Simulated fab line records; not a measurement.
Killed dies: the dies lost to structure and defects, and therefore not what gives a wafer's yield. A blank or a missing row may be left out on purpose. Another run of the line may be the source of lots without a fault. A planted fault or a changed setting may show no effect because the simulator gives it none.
Chamber matching || flow sky130 || hdpcvd-01 running SKY_VIA4_HDPCVD_00: 3 sister chambers
The step deposits SiO2, target thk 1750 nm, time 291.7 s. 3 wafers are shown with their chamber, then 8 later ones without.

== WAFERS PAIRED WITH THEIR CHAMBERS ==
{"wafer": "L119.2", "chamber": 1, "run_length_s (s)": 319.7}
{"wafer": "L126.5", "chamber": 0, "run_length_s (s)": 320.0}
{"wafer": "L128.1", "chamber": 2, "run_length_s (s)": 320.2}

== WAFERS MISSING THEIR CHAMBER ==
{"wafer": "L128.5", "run_length_s (s)": 319.3}
{"wafer": "L128.6", "run_length_s (s)": 319.7}
{"wafer": "L137.3", "run_length_s (s)": 320.1}
{"wafer": "L137.4", "run_length_s (s)": 320.1}
{"wafer": "L137.5", "run_length_s (s)": 319.5}
{"wafer": "L138.2", "run_length_s (s)": 320.3}
{"wafer": "L138.4", "run_length_s (s)": 319.5}
{"wafer": "L138.6", "run_length_s (s)": 320.1}

== WHICH CHAMBER EACH ONE RAN IN ==
{"wafer": "L128.5", "from the rows above": "can't be placed: 1 or 0", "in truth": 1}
{"wafer": "L128.6", "from the rows above": "can't be placed: 1 or 0", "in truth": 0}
{"wafer": "L137.3", "from the rows above": "can't be placed: 2 or 0 or 1", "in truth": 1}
{"wafer": "L137.4", "from the rows above": "can't be placed: 2 or 0 or 1", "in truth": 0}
{"wafer": "L137.5", "from the rows above": "can't be placed: 1 or 0", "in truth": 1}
{"wafer": "L138.2", "from the rows above": "can't be placed: 2 or 0", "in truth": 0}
{"wafer": "L138.4", "from the rows above": "can't be placed: 1 or 0", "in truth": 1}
{"wafer": "L138.6", "from the rows above": "can't be placed: 2 or 0 or 1", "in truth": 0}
Correct placement for 0 of the 8. These rows do not allow placing 8 (true chamber among the candidates in 8). 0 placed wrongly.
How it was worked out, from the rows above alone: a wafer's distance from a chamber is the root of the sum, over the readings, of the square of ((its reading less the chamber's mean) divided by the reading's scatter). If the next closest chamber is less than 2 further off than the closest, the wafer can't be placed; otherwise it belongs to the closest. A chamber's mean is the mean of its shown wafers. The scatter: with one shown wafer a chamber, the root of the mean of the squares of how far each hidden wafer lies from its nearest shown one.
